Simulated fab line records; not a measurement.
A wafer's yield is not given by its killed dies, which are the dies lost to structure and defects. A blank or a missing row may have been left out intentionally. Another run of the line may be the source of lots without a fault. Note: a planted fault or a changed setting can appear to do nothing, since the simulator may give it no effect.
fab line records | flow sky130
record lots=6 wafers=18 last-day=50
route steps=708 shown VIA3@591 METAL4@598 CAP2M@603 PAD_OPEN@708
lots with no fault: from the same line, run without faults
start-h: hours from the record's opening day to when the first of the lot's shown wafers began | wait-h: how many hours have passed since the lot's step before this one | " identical to the entry in the row above | L1.1+2: several wafers, shown together as one row | - either no value or no given start | * or withheld: withheld | < > ~ a bound
route shown NAME@n: a module of which the file shows steps, and the number in the route of the first | usual: mean/standard deviation of fault-free wafers | same: alike in all rows | chamber/n: place in a boat | sites: the reading at each site | _std_site: the values' standard deviation | _edge_site: the outer-site mean with the inner-site mean subtracted | radius-mm: for every site, how far away it sits from the centre of the wafer | mask NAME#n: copy n | behind: the tool/chamber that last shaped the wafer | hold: why the lot was held/for how many hours/how that ended | device: whichever transistor did not switch (one of n, p or np) | end of line: the tests these same wafers got at the end of their route | where a step has no rows: the recipe by itself | killed: dies lost to structure and defects at the first sort, not the wafer's yield | map: a wafer's dies, x killed, . not, _ none there
set.NAME: the setting the step ran with; set.NAME@STEP: the setting that earlier step ran with | model.NAME: the simulator's own value behind a step, which no gauge read
lots at selected steps of the route; one table per step, one row per wafer
services: when a tool's chamber went out of use (start-h, in hours from the record's first day, below 0 if earlier), for how many hours, and the reason
## steps
# step SKY_VIA3_CLEAN_18
# recipe chemistry=IPA time-s=180 temp-c=25
# step SKY_VIA3_CLEAN_19
# recipe chemistry=O3/DIW dry=n2-spin
# step SKY_VIA3_SPUTTER_20
# recipe material=TiN target-thk-nm=20 chamber-pressure-pa=5 power-w=4000 time-s=80
# step SKY_VIA3_CVD_21
# recipe material=W target-thk-nm=390 time-s=117.31 temp-c=400 pressure-torr=40
# usual heater-power-w=786/84
# columns lot.wafer tool chamber start-h wait-h heater-power-w
L326.1 cvd-w-02 0 928.19 0.0 774
L326.3 " 0 " " 780
L326.6 " 0 " " 796
L335.1 cvd-w-02 0 998.36 0.0 768
L335.2 " 1 " " 670
L335.3 " 1 " " 683
L341.1 cvd-w-02 1 1039.78 0.0 677
L341.2 " 0 " " 777
L341.4 " 1 " " 684
L344.4 cvd-w-02 0 1059.05 0.1 803
L344.5 " 0 " " 773
L344.6 " 1 " " 675
L346.2 cvd-w-01 1 1069.05 0.0 908
L346.3 " 0 " " 852
L346.5 " 1 " " 941
L347.1 cvd-w-01 1 1076.37 0.1 922
L347.4 " 1 " " 911
L347.5 " 0 " " 840
# step SKY_VIA3_RS_MEAS_22
# recipe thk-meas-gauge=four-point-probe reads=W_of_VIA3_CVD_21+TiN_of_VIA3_SPUTTER_20
# usual VIA3_W_RS=0.294/0.0035
# columns lot.wafer tool chamber start-h wait-h VIA3_W_RS[ohm/sq]
L326.1 film-metro-04 - 928.31 0.1 0.298
L326.3 " - " " 0.298
L326.6 " - " " 0.301
L335.1 film-metro-04 - 998.49 0.1 0.294
L335.2 " - " " 0.291
L335.3 " - " " 0.292
L341.1 film-metro-01 - 1039.90 0.1 0.291
L341.2 " - " " 0.299
L341.4 " - " " 0.291
L344.4 film-metro-04 - 1059.20 0.1 0.294
L344.5 " - " " 0.296
L344.6 " - " " 0.292
L346.2 film-metro-01 - 1069.19 0.1 0.293
L346.3 " - " " 0.293
L346.5 " - " " 0.292
L347.1 film-metro-04 - 1076.49 0.1 0.292
L347.4 " - " " 0.291
L347.5 " - " " 0.290
# step SKY_VIA3_THK_MEAS_23
# recipe thk-meas-gauge=xrf reads=W_of_VIA3_CVD_21
# usual VIA3_W_THK=378/6.7
# columns lot.wafer tool chamber start-h wait-h VIA3_W_THK[nm]
L326.1 film-metro-04 - 928.43 0.1 372
L326.3 " - " " 375
L326.6 " - " " 370
L335.1 film-metro-04 - 998.61 0.1 380
L335.2 " - " " 384
L335.3 " - " " 386
L341.1 film-metro-01 - 1040.02 0.1 386
L341.2 " - " " 374
L341.4 " - " " 386
L344.4 film-metro-04 - 1059.29 0.1 377
L344.5 " - " " 376
L344.6 " - " " 385
L346.2 film-metro-01 - 1069.30 0.1 388
L346.3 " - " " 386
L346.5 " - " " 387
L347.1 film-metro-04 - 1076.61 0.1 380
L347.4 " - " " 385
L347.5 " - " " 386
# step SKY_VIA3_CMP_24
# recipe stop-on=SiO2 t-overpolish-s=20 down-force-psi=3.5 platen-rpm=60 target-thk-nm=0 pad-velocity-m-s=0.94248
# step SKY_METAL4_SPUTTER_00
# recipe material=Ti target-thk-nm=15 power-w=3000 time-s=10 chamber-pressure-pa=0.4
# usual throttle-valve-pct=29.8/1.1
# columns lot.wafer tool chamber start-h wait-h throttle-valve-pct
L326.1 pvd-sputter-04 - 929.04 0.2 29.9
L326.3 " - " " 29.9
L326.6 " - " " 29.8
L335.1 pvd-sputter-04 - 998.97 0.1 29.8
L335.2 " - " " 31.9
L335.3 " - " " 29.9
L341.1 pvd-sputter-02 - 1040.49 0.1 28.9
L341.2 " - " " 30.1
L341.4 " - " " 28.9
L344.4 pvd-sputter-04 - 1059.62 0.1 31.6
L344.5 " - " " 29.7
L344.6 " - " " 30.0
L346.2 pvd-sputter-04 - 1069.65 0.1 29.8
L346.3 " - " " 31.8
L346.5 " - " " 29.7
L347.1 pvd-sputter-03 - 1076.97 0.2 31.8
L347.4 " - " " 28.5
L347.5 " - " " 28.4
# step SKY_METAL4_SPUTTER_01
# recipe material=TiN target-thk-nm=20 power-w=6500 time-s=16.7 chamber-pressure-pa=0.4
# step SKY_METAL4_SPUTTER_02
# recipe material=AlCu target-thk-nm=735 power-w=10600 time-s=39.1 chamber-pressure-pa=0.4
# usual throttle-valve-pct=29.8/1.1
# columns lot.wafer tool chamber start-h wait-h throttle-valve-pct
L326.1 pvd-sputter-04 - 929.09 0.0 29.7
L326.3 " - " " 29.5
L326.6 " - " " 29.8
L335.1 pvd-sputter-04 - 999.01 0.0 29.7
L335.2 " - " " 31.8
L335.3 " - " " 29.6
L341.1 pvd-sputter-02 - 1040.54 0.0 28.8
L341.2 " - " " 30.1
L341.4 " - " " 28.4
L344.4 pvd-sputter-04 - 1059.66 0.0 31.6
L344.5 " - " " 29.8
L344.6 " - " " 30.0
L346.2 pvd-sputter-04 - 1069.70 0.0 29.5
L346.3 " - " " 31.8
L346.5 " - " " 29.8
L347.1 pvd-sputter-03 - 1077.02 0.0 32.0
L347.4 " - " " 28.6
L347.5 " - " " 28.5
# step SKY_METAL4_SPUTTER_03
# recipe material=Ti target-thk-nm=5 power-w=3000 time-s=3.3 chamber-pressure-pa=0.4
# step SKY_METAL4_SPUTTER_04
# recipe material=TiN target-thk-nm=70 power-w=6500 time-s=58.3 chamber-pressure-pa=0.4
# usual throttle-valve-pct=29.8/1.1
# columns lot.wafer tool chamber start-h wait-h throttle-valve-pct
L326.1 pvd-sputter-04 - 929.14 0.0 29.8
L326.3 " - " " 29.8
L326.6 " - " " 29.4
L335.1 pvd-sputter-04 - 999.07 0.0 29.9
L335.2 " - " " 31.7
L335.3 " - " " 29.6
L341.1 pvd-sputter-02 - 1040.60 0.0 28.6
L341.2 " - " " 30.2
L341.4 " - " " 28.6
L344.4 pvd-sputter-04 - 1059.72 0.0 31.8
L344.5 " - " " 29.5
L344.6 " - " " 29.8
L346.2 pvd-sputter-04 - 1069.76 0.0 29.8
L346.3 " - " " 31.4
L346.5 " - " " 29.7
L347.1 pvd-sputter-03 - 1077.07 0.0 31.9
L347.4 " - " " 28.4
L347.5 " - " " 28.4
# step SKY_CAP2M_CVD_00
# recipe material=SiO2 target-thk-nm=15.5 temp-c=400 time-s=withheld rf-w=450
# usual heater-power-w=733/88
# columns lot.wafer tool chamber start-h wait-h heater-power-w
L326.1 pecvd-03 2 929.19 0.0 815
L326.3 " 0 " " 697
L326.6 " 1 " " 781
L335.1 pecvd-01 0 999.12 0.0 676
L335.2 " 2 " " 752
L335.3 " 1 " " 840
L341.1 pecvd-03 0 1040.64 0.0 765
L341.2 " 1 " " 774
L341.4 " 2 " " 882
L344.4 pecvd-03 1 1059.78 0.0 710
L344.5 " 2 " " 809
L344.6 " 0 " " 745
L346.2 pecvd-01 1 1069.81 0.0 815
L346.3 " 0 " " 557
L346.5 " 2 " " 689
L347.1 pecvd-02 0 1077.12 0.0 863
L347.4 " 1 " " 635
L347.5 " 2 " " 765
# step SKY_CAP2M_THK_MEAS_01
# recipe reads=SiO2_of_CAP2M_CVD_00
# usual CAP2M_CVD_00_THK=15.49/0.2
# columns lot.wafer tool chamber start-h wait-h CAP2M_CVD_00_THK[nm]
L326.1 film-metro-04 - 929.21 - 15.34
L326.3 " - " " 15.09
L326.6 " - " " 15.83
L335.1 film-metro-03 - 999.14 - 15.76
L335.2 " - " " 15.45
L335.3 " - " " 15.53
L341.1 film-metro-03 - 1040.67 - 13.92
L341.2 " - " " 15.50
L341.4 " - " " 15.53
L344.4 film-metro-02 - 1059.82 - 15.44
L344.5 " - " " 15.34
L344.6 " - " " 13.95
L346.2 film-metro-02 - 1069.84 - 15.40
L346.3 " - " " 15.45
L346.5 " - " " 15.67
L347.1 film-metro-04 - 1077.14 - 15.40
L347.4 " - " " 15.43
L347.5 " - " " 15.51
# step SKY_CAP2M_SPUTTER_02
# recipe material=TiN target-thk-nm=200 temp-c=300 power-w=6500 time-s=166.7 chamber-pressure-pa=0.4
# step SKY_CAP2M_RS_MEAS_03
# recipe thk-meas-gauge=four-point-probe reads=TiN_of_CAP2M_SPUTTER_02
# usual CAP2M_TIN_RS=6.90/0.069
# columns lot.wafer tool chamber start-h wait-h CAP2M_TIN_RS[ohm/sq]
L326.1 film-metro-03 - 929.38 0.1 6.91
L326.3 " - " " 6.86
L326.6 " - " " 6.89
L335.1 film-metro-03 - 999.31 0.1 6.89
L335.2 " - " " 6.84
L335.3 " - " " 6.90
L341.1 film-metro-04 - 1040.84 0.1 6.89
L341.2 " - " " 6.85
L341.4 " - " " 6.96
L344.4 film-metro-04 - 1060.02 0.1 6.84
L344.5 " - " " 6.84
L344.6 " - " " 6.81
L346.2 film-metro-04 - 1070.02 0.1 6.87
L346.3 " - " " 6.87
L346.5 " - " " 7.00
L347.1 film-metro-02 - 1077.31 0.1 6.81
L347.4 " - " " 6.73
L347.5 " - " " 6.78
# step SKY_CAP2M_THK_MEAS_04
# recipe thk-meas-gauge=xrf reads=TiN_of_CAP2M_SPUTTER_02
# usual CAP2M_TIN_THK=199.9/2.3
# columns lot.wafer tool chamber start-h wait-h CAP2M_TIN_THK[nm]
L326.1 film-metro-03 - 929.50 0.1 200.6
L326.3 " - " " 201.7
L326.6 " - " " 201.0
L335.1 film-metro-03 - 999.43 0.1 199.7
L335.2 " - " " 201.4
L335.3 " - " " 200.4
L341.1 film-metro-04 - 1040.96 0.1 199.8
L341.2 " - " " 201.5
L341.4 " - " " 199.1
L344.4 film-metro-04 - 1060.11 0.1 201.1
L344.5 " - " " 201.5
L344.6 " - " " 202.5
L346.2 film-metro-04 - 1070.13 0.1 199.2
L346.3 " - " " 200.2
L346.5 " - " " 196.7
L347.1 film-metro-02 - 1077.43 0.1 202.4
L347.4 " - " " 204.8
L347.5 " - " " 203.1
# step SKY_CAP2M_DEHYDRATE_05
# recipe temp-c=200 time-s=60
# step SKY_CAP2M_HMDS_06
# recipe prime-time-s=60 prime-temp-c=120
# step SKY_CAP2M_COAT_07
# recipe resist=NOVOLAK spin-rpm=3000 resist-thk-nm=1140
# step SKY_CAP2M_SOFTBAKE_08
# recipe temp-c=90 time-s=60 resist=NOVOLAK
# step SKY_CAP2M_EXPOSE_09
# recipe mask-id=CAP2M na=0.6 source-shape=conventional sigma-outer=0.6 polarization=unpolarized target-cd-nm=1000 dose-mj=159
# step SKY_CAP2M_PEB_10
# recipe temp-c=withheld time-s=* resist=NOVOLAK
# step SKY_CAP2M_DEVELOP_11
# recipe resist=NOVOLAK developer=TMAH develop-time-s=60 dev-temp-c=23
# step SKY_CAP2M_OVL_MEAS_12
# usual CAP2M_OVL=-0.8/1.4
# columns lot.wafer tool chamber start-h wait-h CAP2M_OVL[nm]
L326.1 overlay-02 - 954.16 0.1 -1.9
L326.3 " - " " -1.6
L326.6 " - " " -0.4
L335.1 overlay-01 - 1023.51 0.1 -2.0
L335.2 " - " " -1.6
L335.3 " - " " -3.4
L341.1 overlay-02 - 1063.50 0.1 -0.4
L341.2 " - " " -0.4
L341.4 " - " " -1.1
L344.4 overlay-02 - 1081.43 0.1 -3.0
L344.5 " - " " -2.5
L344.6 " - " " -2.6
L346.2 overlay-01 - 1090.61 0.1 -0.6
L346.3 " - " " 0.5
L346.5 " - " " 1.3
L347.1 overlay-02 - 1095.81 0.1 -1.0
L347.4 " - " " -0.5
L347.5 " - " " -2.4
# step SKY_CAP2M_METAL_ETCH_13
# recipe target-depth-nm=220 stop-on=SiO2 chemistry=Cl2/BCl3 target=TiN pressure-mtorr=10 icp-w=900 bias-w=48.5 Cl2_flow_sccm=60 bcl3-flow-sccm=30 time-s=62.9
# usual drypump-motor-current-A=5.7/0.67 oes-product-au=0.943/0.0078 throttle-valve-pct=21.900/0.009
# columns lot.wafer tool chamber start-h wait-h drypump-motor-current-A oes-product-au rf-hours-counter-h throttle-valve-pct
L326.1 rie-metal-04 0 954.19 0.0 5.5 0.953 16 21.894
L326.3 " 1 " " 6.8 0.953 - 21.889
L326.6 " 1 " " 6.8 0.945 - 21.900
L335.1 rie-metal-03 0 1023.55 0.0 5.0 0.944 9 21.902
L335.2 " 1 " " 5.8 0.947 13 21.906
L335.3 " 0 " " 5.0 0.951 - 21.894
L341.1 rie-metal-04 0 1063.54 0.0 5.5 0.932 23 21.899
L341.2 " 1 " " 6.8 0.946 1 21.927
L341.4 " 0 " " 5.5 0.928 - 21.910
L344.4 rie-metal-04 0 1081.47 0.0 5.4 0.945 - 21.909
L344.5 " 0 " " 5.5 0.946 - 21.907
L344.6 " 1 " " 6.8 0.946 - 21.901
L346.2 rie-metal-01 0 1090.64 0.0 5.3 0.947 18 21.872
L346.3 " 1 " " 4.8 0.947 - 21.901
L346.5 " 1 " " 4.9 0.933 - 21.884
L347.1 rie-metal-03 0 1095.85 0.0 5.0 0.953 14 21.887
L347.4 " 1 " " 5.8 0.962 - 21.877
L347.5 " 0 " " 5.0 0.956 - 21.895
# step SKY_CAP2M_STRIP_14
# recipe chemistry=O2/N2 power-w=1400 pressure-mtorr=1500 platen-temp-c=withheld o2-flow-sccm=3000 n2-flow-sccm=300 overash-fraction=0.5
# step SKY_CAP2M_STRIP_15
# recipe chemistry=post-etch-residue-remover time-s=1200 temp-c=72.5
# step SKY_CAP2M_CLEAN_16
# recipe chemistry=IPA time-s=180 temp-c=25
# step SKY_CAP2M_CLEAN_17
# recipe chemistry=O3/DIW dry=n2-spin
# step SKY_METAL4_DEHYDRATE_05
# recipe temp-c=200 time-s=60
# step SKY_METAL4_HMDS_06
# recipe prime-time-s=60 prime-temp-c=120
# step SKY_METAL4_COAT_07
# recipe resist=BARC temp-c=withheld time-s=withheld spin-rpm=3000 resist-thk-nm=60
# step SKY_METAL4_COAT_08
# recipe resist=KrF-thick spin-rpm=3000 resist-thk-nm=1140
# step SKY_METAL4_SOFTBAKE_09
# recipe temp-c=100 time-s=90 resist=KrF-thick
# step SKY_METAL4_EXPOSE_10
# recipe mask-id=MM4 na=0.68 source-shape=annular sigma-inner=0.4 sigma-outer=0.8 target-cd-nm=300 dose-mj=28
# step SKY_METAL4_PEB_11
# recipe peb-temp-c=withheld peb-time-s=withheld resist=KrF-thick
# step SKY_METAL4_DEVELOP_12
# recipe develop-time-s=60 resist=KrF-thick dev-temp-c=21
# step SKY_METAL4_CD_MEAS_13
# recipe target-cd-nm=300
# usual cd-nm=299.8/1.7
# columns lot.wafer tool chamber start-h wait-h cd-nm
L326.1 cd-sem-01 - 979.46 - 300.7
L326.3 " - " " 299.8
L326.6 " - " " 300.6
L335.1 cd-sem-01 - 1046.63 - 299.9
L335.2 " - " " 300.1
L335.3 " - " " 300.8
L341.1 cd-sem-01 - 1085.16 - 300.8
L341.2 " - " " 301.2
L341.4 " - " " 300.6
L344.4 cd-sem-01 - 1101.19 - 301.1
L344.5 " - " " 301.3
L344.6 " - " " 301.4
L346.2 cd-sem-01 - 1109.88 - 298.2
L346.3 " - " " 298.1
L346.5 " - " " 298.5
L347.1 cd-sem-01 - 1116.26 - 298.9
L347.4 " - " " 299.3
L347.5 " - " " 299.1
# step SKY_METAL4_OVL_MEAS_14
# usual METAL4_OVL=1/5
# columns lot.wafer tool chamber start-h wait-h METAL4_OVL[nm]
L326.1 overlay-01 - 979.58 0.1 -3
L326.3 " - " " -1
L326.6 " - " " -1
L335.1 overlay-02 - 1046.75 0.1 -2
L335.2 " - " " -1
L335.3 " - " " -1
L341.1 overlay-01 - 1085.28 0.1 -4
L341.2 " - " " -6
L341.4 " - " " -3
L344.4 overlay-02 - 1101.27 0.1 0
L344.5 " - " " 6
L344.6 " - " " 4
L346.2 overlay-02 - 1109.98 0.1 8
L346.3 " - " " 7
L346.5 " - " " 7
L347.1 overlay-01 - 1116.38 0.1 7
L347.4 " - " " 1
L347.5 " - " " 11
# step SKY_METAL4_DESCUM_15
# recipe chemistry=O2 source-power-w=150 bias-power-w=0 pressure-mtorr=10 temp-c=40 time-s=8
# step SKY_METAL4_ETCH_16
# recipe chemistry=N2/H2 target=BARC ion-energy-ev=200 bias-w=100 pressure-mtorr=30 n2-flow-sccm=100 h2-flow-sccm=200 icp-w=500 stop-on=SiO2 time-s=88.2 target-depth-a=600
# step SKY_METAL4_ETCH_17
# recipe target=SiO2 stop-on=TiN chemistry=C4F8/O2/Ar source-w=1500 bias-w=1200 pressure-mtorr=40 c4f8-flow-sccm=withheld O2_flow_sccm=6 Ar_flow_sccm=300 time-s=3.9 target-depth-a=150
# usual oes-product-au=0.753/0.0063
# columns lot.wafer tool chamber start-h wait-h oes-product-au rf-hours-counter-h
L326.1 rie-diel-03 2 979.74 0.1 0.752 14
L326.3 " 0 " " 0.736 21
L326.6 " 1 " " 0.765 -
L335.1 rie-diel-04 0 1046.92 0.1 0.759 6
L335.2 " 1 " " 0.754 14
L335.3 " 3 " " 0.759 12
L341.1 rie-diel-04 2 1085.44 0.1 0.712 13
L341.2 " 1 " " 0.755 15
L341.4 " 3 " " 0.754 13
L344.4 rie-diel-03 3 1101.42 0.0 0.746 10
L344.5 " 2 " " 0.758 -
L344.6 " 3 " " 0.715 -
L346.2 rie-diel-01 0 1110.27 0.1 0.748 19
L346.3 " 0 " " 0.756 -
L346.5 " 3 " " 0.752 -
L347.1 rie-diel-04 1 1116.54 0.1 0.753 15
L347.4 " 2 " " 0.745 -
L347.5 " 1 " " 0.751 -
# step SKY_PAD_OPEN_PROBE_99
# usual defect-limited-yield=82.6/2.2 killed_at_M0_to_M3=43/7.9 killed_at_M4_up=2.9/1.8 killed-at-contacts=24/5.5 killed-at-front-end=15/4.2 killed-at-other=0.2/0.46 killed-dies=86/11 killed-open=47/8.1 killed-short=39/6.4
# same gross-dies=492 killed-at-back-side=0
# columns lot.wafer tool chamber start-h wait-h defect-limited-yield[%] killed_at_M0_to_M3 killed_at_M4_up killed-at-contacts killed-at-front-end killed-at-other killed-dies killed-open killed-short model.etest.tester.sort-n-pass model.etest.tester.sort_bin_5_pct model.etest.tester.sort-yield-pct model.etest.cap-mim2.c-ff-um2-rim-less-centre model.etest.tester.sort_bin_8_pct model.etest.tester.sort_bin_4_pct
L326.1 prober-01 - 1078.00 0.1 82.7 51 0 21 13 0 85 49 36 407 10.37 82.72 -0.05889 0 0
L326.3 prober-01 - 1078.10 0.2 85.2 32 2 21 18 0 73 37 36 419 10.16 85.16 -0.008291 0 0
L326.6 prober-01 - 1078.25 0.2 85.4 40 4 16 12 0 72 41 31 420 9.756 85.37 -0.008649 0 0
L335.1 prober-02 - 1135.41 0.1 82.5 50 1 22 13 0 86 52 34 406 10.77 82.52 -0.02767 0 0
L335.2 prober-02 - 1135.46 0.1 81.1 50 6 27 10 0 93 49 44 399 10.16 81.1 0.001618 0 0
L335.3 prober-02 - 1135.51 0.2 83.7 35 2 32 11 0 80 55 25 412 10.37 83.74 -0.01465 0 0
L341.1 prober-02 - 1168.88 0.1 81.3 51 1 22 17 1 92 50 42 342 23.58 69.51 0.7284 1.673e-08 0
L341.2 prober-02 - 1168.93 0.1 80.1 56 7 18 17 0 98 48 50 394 11.38 80.08 -0.01523 0 0
L341.4 prober-02 - 1169.03 0.2 81.7 52 4 22 12 0 90 49 41 402 10.37 81.71 -0.02702 0 0
L344.4 prober-01 - 1182.76 0.2 80.5 48 5 29 14 0 96 53 43 396 9.959 80.49 -0.02112 0 0
L344.5 prober-01 - 1182.81 0.2 81.1 55 4 18 14 2 93 51 42 399 10.98 81.1 0.01814 0 0
L344.6 prober-01 - 1182.86 0.2 81.3 55 1 30 6 0 92 52 40 333 25.2 67.68 0.7622 3.517e-08 3.482e-08
L346.2 prober-01 - 1189.06 0.1 81.9 46 1 23 18 1 89 48 41 403 10.57 81.91 0.01 0 0
L346.3 prober-01 - 1189.11 0.2 79.9 49 7 26 16 1 99 55 44 393 12.4 79.88 0.001335 0 0
L346.5 prober-01 - 1189.21 0.2 80.5 56 1 21 18 0 96 51 45 396 10.98 80.49 -0.02173 0 0
L347.1 prober-02 - 1195.03 0.1 84.6 32 6 24 14 0 76 43 33 416 8.943 84.55 0.02133 0 0
L347.4 prober-02 - 1195.18 0.2 82.5 36 6 26 18 0 86 60 26 406 9.959 82.52 -0.007016 0 0
L347.5 prober-02 - 1195.23 0.2 81.7 33 3 25 29 0 90 57 33 402 10.98 81.71 -0.02274 0 0
# killed by level:class
L326.1 VIA1:geometric-particle:open=17 LI_CONTACT:geometric-particle:open=8 METAL2:geometric-particle:short=8 CONTACT:geometric-particle:open=7 VIA2:geometric-particle:open=6 FIELD_ISO:geometric-particle:short=5 VIA3:geometric-particle:open=4 VIA3:geometric-particle:short=4
L326.3 VIA1:geometric-particle:open=9 CONTACT:geometric-particle:short=6 POLY_GATE:geometric-particle:open=5 LI_CONTACT:geometric-particle:open=5 LOCAL_INTERCONNECT:geometric-particle:short=5 METAL1:geometric-particle:short=4 CONTACT:geometric-particle:open=4 METAL2:geometric-particle:short=4
L326.6 VIA1:geometric-particle:open=9 VIA3:geometric-particle:open=8 CONTACT:geometric-particle:open=7 VIA2:geometric-particle:open=6 POLY_GATE:geometric-particle:short=5 METAL2:geometric-particle:short=4 METAL4:geometric-particle:short=4 POLY_GATE:geometric-particle:open=3
L335.1 VIA1:geometric-particle:open=13 CONTACT:geometric-particle:open=8 VIA3:geometric-particle:open=8 METAL2:geometric-particle:short=6 VIA2:geometric-particle:open=6 FIELD_ISO:geometric-particle:open=5 LI_CONTACT:geometric-particle:open=5 LI_CONTACT:geometric-particle:short=4
L335.2 CONTACT:geometric-particle:open=12 METAL2:geometric-particle:short=10 VIA2:geometric-particle:open=8 VIA1:geometric-particle:open=8 LI_CONTACT:geometric-particle:open=6 METAL1:geometric-particle:short=6 METAL3:geometric-particle:short=6 VIA3:geometric-particle:open=6
L335.3 CONTACT:geometric-particle:open=13 VIA1:geometric-particle:open=8 LI_CONTACT:geometric-particle:open=8 VIA3:geometric-particle:open=8 CONTACT:geometric-particle:short=6 METAL2:geometric-particle:short=6 VIA2:geometric-particle:open=6 FIELD_ISO:geometric-particle:open=4
L341.1 VIA2:geometric-particle:open=10 VIA1:geometric-particle:open=9 CONTACT:geometric-particle:open=7 CONTACT:geometric-particle:short=6 VIA3:geometric-particle:open=6 POLY_GATE:geometric-particle:short=5 VIA2:geometric-particle:short=5 FIELD_ISO:geometric-particle:open=4
L341.2 VIA1:geometric-particle:short=11 VIA1:geometric-particle:open=10 METAL1:geometric-particle:short=9 VIA3:geometric-particle:open=7 POLY_GATE:geometric-particle:open=7 CONTACT:geometric-particle:open=7 METAL4:geometric-particle:short=6 VIA2:geometric-particle:open=6
L341.4 VIA1:geometric-particle:open=14 METAL1:geometric-particle:short=8 VIA2:geometric-particle:open=7 VIA3:geometric-particle:open=6 LI_CONTACT:geometric-particle:open=6 CONTACT:geometric-particle:open=6 VIA2:geometric-particle:short=5 FIELD_ISO:geometric-particle:short=4
L344.4 LI_CONTACT:geometric-particle:open=13 VIA1:geometric-particle:open=10 VIA3:geometric-particle:open=6 CONTACT:geometric-particle:short=6 VIA2:geometric-particle:open=6 FIELD_ISO:geometric-particle:open=5 METAL2:geometric-particle:short=5 CONTACT:geometric-particle:open=5
L344.5 VIA1:geometric-particle:open=12 LI_CONTACT:geometric-particle:open=9 VIA3:geometric-particle:open=7 VIA2:geometric-particle:short=6 METAL2:geometric-particle:short=6 VIA2:geometric-particle:open=6 FIELD_ISO:geometric-particle:open=5 VIA1:geometric-particle:short=5
L344.6 VIA2:geometric-particle:open=13 VIA1:geometric-particle:open=12 LI_CONTACT:geometric-particle:open=11 CONTACT:geometric-particle:open=7 METAL2:geometric-particle:short=6 CONTACT:geometric-particle:short=5 VIA1:geometric-particle:short=5 LOCAL_INTERCONNECT:geometric-particle:short=4
L346.2 VIA1:geometric-particle:open=10 VIA3:geometric-particle:open=9 LI_CONTACT:geometric-particle:open=8 CONTACT:geometric-particle:open=8 POLY_GATE:geometric-particle:short=6 METAL1:geometric-particle:short=6 METAL2:geometric-particle:short=6 POLY_GATE:geometric-particle:open=5
L346.3 CONTACT:geometric-particle:open=13 VIA2:geometric-particle:open=8 POLY_GATE:geometric-particle:short=6 VIA1:geometric-particle:open=6 METAL3:geometric-particle:short=6 LI_CONTACT:geometric-particle:open=5 CONTACT:geometric-particle:short=5 VIA3:geometric-particle:short=5
L346.5 VIA2:geometric-particle:open=12 VIA1:geometric-particle:open=10 VIA3:geometric-particle:open=9 CONTACT:geometric-particle:open=7 POLY_GATE:geometric-particle:short=6 CONTACT:geometric-particle:short=6 METAL1:geometric-particle:short=6 METAL2:geometric-particle:short=6
L347.1 VIA1:geometric-particle:open=11 LI_CONTACT:geometric-particle:open=9 METAL1:geometric-particle:short=7 CONTACT:geometric-particle:open=5 LI_CONTACT:geometric-particle:short=5 METAL4:geometric-particle:short=4 FIELD_ISO:geometric-particle:short=3 POLY_GATE:geometric-particle:open=3
L347.4 CONTACT:geometric-particle:open=11 VIA1:geometric-particle:open=11 LI_CONTACT:geometric-particle:open=7 VIA2:geometric-particle:open=6 VIA3:geometric-particle:open=6 FIELD_ISO:geometric-particle:open=4 SPACER:geometric-particle:open=4 LOCAL_INTERCONNECT:geometric-particle:short=4
L347.5 LI_CONTACT:geometric-particle:open=10 CONTACT:geometric-particle:open=9 POLY_GATE:geometric-particle:open=7 VIA2:geometric-particle:open=6 VIA3:geometric-particle:open=6 FIELD_ISO:geometric-particle:short=5 POLY_GATE:geometric-particle:short=5 VIA1:geometric-particle:open=5
## services
# columns tool chamber start-h hours kind
rie-diel-01 3 911.02 10.0 repair
rie-diel-04 3 928.11 5.2 repair
rie-diel-01 - 929.86 0.6 repair
cvd-w-01 1 932.13 11.2 repair
rie-metal-01 1 936.99 5.2 repair
rie-metal-01 - 943.99 0.8 repair
pecvd-01 0 947.32 3.5 repair
cvd-w-01 1 956.93 11.1 repair
cvd-w-01 - 957.30 6.9 pm
rie-diel-03 3 965.62 7.4 repair
cvd-w-02 1 974.26 8.2 repair
rie-diel-04 2 982.73 30.4 repair
cvd-w-02 - 989.89 0.5 repair
cvd-w-02 1 1003.67 5.8 repair
pecvd-03 0 1019.05 5.8 repair
pvd-sputter-04 - 1029.03 4.7 repair
pecvd-01 1 1039.04 10.3 repair
cvd-w-02 - 1064.10 14.6 pm
rie-diel-04 - 1082.20 2.8 pm
rie-diel-04 1 1087.16 8.8 repair
rie-metal-04 - 1087.69 2.8 pm
rie-metal-03 - 1107.28 28.1 pm
rie-diel-04 0 1116.48 2.8 repair
cvd-w-01 - 1116.51 0.4 repair
## key
first-sign step=SKY_CAP2M_THK_MEAS_01 reading=CAP2M_CVD_00_THK direction=down sigmas=7.7 usual=15.49 struck=13.94
effect step=SKY_METAL4_ETCH_17 reading=oes-product-au direction=down sigmas=6.3 usual=0.753 struck=0.714
model-effect step=SKY_PAD_OPEN_PROBE_99 value=etest.tester.sort-n-pass without=400 struck=337.5
met-at SKY_CAP2M_CVD_00
struck-wafers L341.1,L344.6
onset-between 929.19 1040.64
fault kind=site-profile-drift tool=pecvd-03 chamber=0 onset-h=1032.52 steps=SKY_CAP2M_CVD_00 basis=fraction max-abs-drift=0.22952 slope-share-per-hr=51.004 site-pattern=0,0,0,0,0,-1,-1,-1,-1
